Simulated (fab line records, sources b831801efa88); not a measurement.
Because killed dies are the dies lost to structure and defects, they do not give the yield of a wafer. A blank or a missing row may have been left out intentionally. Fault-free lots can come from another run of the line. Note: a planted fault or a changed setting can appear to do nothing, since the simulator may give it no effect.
Comparing a struck lot with a sound one / flow sky130 / 18 out of 708 route steps
Sound: these wafers, L487.3, L487.4, L487.5. Struck: wafer L479.3 (left out: L479.6, a lot-mate that was not struck); the cause follows at the end.
At each step with rows: each side's tool, then ch and its chambers, then its first start. Under that, the readings that differ: sound wafers / struck wafers / difference of the means / sigmas: that difference in standard deviations of wafers without a fault.
alike: readings with means less than 2 such deviations apart, plus words and numbers identical on both sides. not compared: withheld readings, readings lacking a value on some wafer, bounds such as >300 that could conceal the same value, and numbers that have no deviation in the record and whose values overlap.
The two part at a step that has a row with sigmas, a row that says differs or no value, or rows on one side only. When numbers do not overlap yet have no deviation, they are printed without sigmas and do not part them. A reading that every wafer of one side lacks parts them only if that side has two wafers or more.

first, 3 steps without rows for these wafers: SKY_LI_CONTACT_EXPOSE_09 (exposes mask LICM1, target cd 170 nm); SKY_LI_CONTACT_PEB_10; SKY_LI_CONTACT_DEVELOP_11 (develop time 60 s).
SKY_LI_CONTACT_CD_MEAS_12: the cd target is 170 nm.
  sound: cdSem-01 at day 36 11:22; struck: cdSem-01 at day 33 15:00
  alike: cdNm
SKY_LI_CONTACT_OVL_MEAS_13:
  sound: overlay-02 at day 36 11:27; struck: overlay-02 at day 33 15:05
  alike: LI_CONTACT_OVL
SKY_LI_CONTACT_ETCH_14: etches BARC in N2/H2, stops on SiO2, time 45.9 s, target depth 60 nm.
  sound on rieDiel-04 ch 0,3, day 36 11:28; struck on rieDiel-03 ch 0, day 33 15:07
reading=drypumpMotorCurrentA (A); sound=5.3 5.8 5.3; struck=6.7; difference=+1.2; sigmas=+3
  alike: oesProductAu, throttleValvePct
  not compared: rfHoursCounterH
then, 1 step without rows for these wafers: SKY_LI_CONTACT_ETCH_15 (etches PSG in C4F8/O2/Ar, stops on Si, target depth 600 nm).
SKY_LI_CONTACT_STRIP_16: strips in O2/N2.
  sound on plasmaAsher-02 ch 0,1, day 36 11:38; struck on plasmaAsher-02 ch 0, day 33 15:16
  alike: drypumpMotorCurrentA, oesProductAu, stripTimeToEndpointS
  not compared: rfHoursCounterH
then, 2 steps without rows for these wafers: SKY_LI_CONTACT_CLEAN_17 (cleans in NMP, time 600 s); SKY_LI_CONTACT_PRE_CLEAN_18 (time 5.6 s).
SKY_LI_CONTACT_SPUTTER_19: material Ti, target thk 20 nm, time 106.37 s.
  sound: pvdSputter-04 at day 36 12:29; struck: pvdSputter-04 at day 33 15:32
  alike: throttleValvePct
SKY_LI_CONTACT_SPUTTER_20: material TiN, target thk 20 nm, time 80 s.
  sound: pvdSputter-04 at day 36 12:34; struck: pvdSputter-04 at day 33 15:37
  alike: throttleValvePct
SKY_LI_CONTACT_CVD_21: deposits W, target thk 400 nm, time 120.56 s.
  sound on cvdW-01 ch 0,1, day 36 12:40; struck on cvdW-02 ch 0, day 33 15:43
reading=model.W_of_LI_CONTACT_CVD_21.thkNm (nm); sound=399.6 402.2 396.6; struck=585.9; difference=+186.4; sigmas=
  alike: heaterPowerW
  not compared: sinceWetCleanH
SKY_LI_CONTACT_RS_MEAS_22: a four-point-probe measurement.
  sound: filmMetro-04 at day 36 12:47; struck: filmMetro-02 at day 33 16:08
reading=LI_CONTACT_W_RS (ohm/sq); sound=0.285 0.283 0.287; struck=0.194; difference=-0.091; sigmas=-20
  not compared: hold
SKY_LI_CONTACT_THK_MEAS_23: measures by xrf.
  sound: filmMetro-04 at day 36 12:53; struck: filmMetro-02 at day 33 19:23
  not compared: hold, LI_CONTACT_W_THK
SKY_LI_CONTACT_CMP_24: polishes, stops on PSG, t overpolish 20 s, target thk 0 nm.
  sound on cmp-01 ch 1,2, day 36 12:55; struck on cmp-02 ch 2, day 33 21:58
reading=hold; sound=- - -; struck=awaitDispo/1.4h/release; difference=no value on the sound wafers; sigmas=
reading=platenRpm (rpm); sound=60.02 59.94 59.94; struck=60.05; difference=+0.08; sigmas=+2
reading=timeToEndpointS (s); sound=99 104 103; struck=144; difference=+42; sigmas=+12
  alike: motorCurrentA
SKY_LOCAL_INTERCONNECT_SPUTTER_00: material TiN, target thk 100 nm, time 83.3 s.
  sound: pvdSputter-01 at day 36 13:13; struck: pvdSputter-02 at day 33 22:07
  alike: throttleValvePct
-- the record jumps here: 15 days lie between the struck wafers' starts before and after (it left off in module LOCAL_INTERCONNECT and takes up again in module PAD_OPEN, whose first step shown is number 708 of the route) --
SKY_PAD_OPEN_PROBE_99:
  sound: prober-01 at day 51 08:41; struck: prober-01 at day 49 08:50
reading=hold; sound=- - -; struck=awaitDispo/8.0h/release; difference=no value on the sound wafers; sigmas=
reading=killedOpen; sound=52 54 50; struck=36; difference=-16; sigmas=-2
  alike: killed_at_M0_to_M3, killed_at_M4_up, killedAtContacts, killedAtFrontEnd, killedAtOther, killedDies, killedShort

WHERE THEY PART
First at SKY_LI_CONTACT_ETCH_14; last, within this record, at SKY_PAD_OPEN_PROBE_99.

WHY: what had been put in by the simulator
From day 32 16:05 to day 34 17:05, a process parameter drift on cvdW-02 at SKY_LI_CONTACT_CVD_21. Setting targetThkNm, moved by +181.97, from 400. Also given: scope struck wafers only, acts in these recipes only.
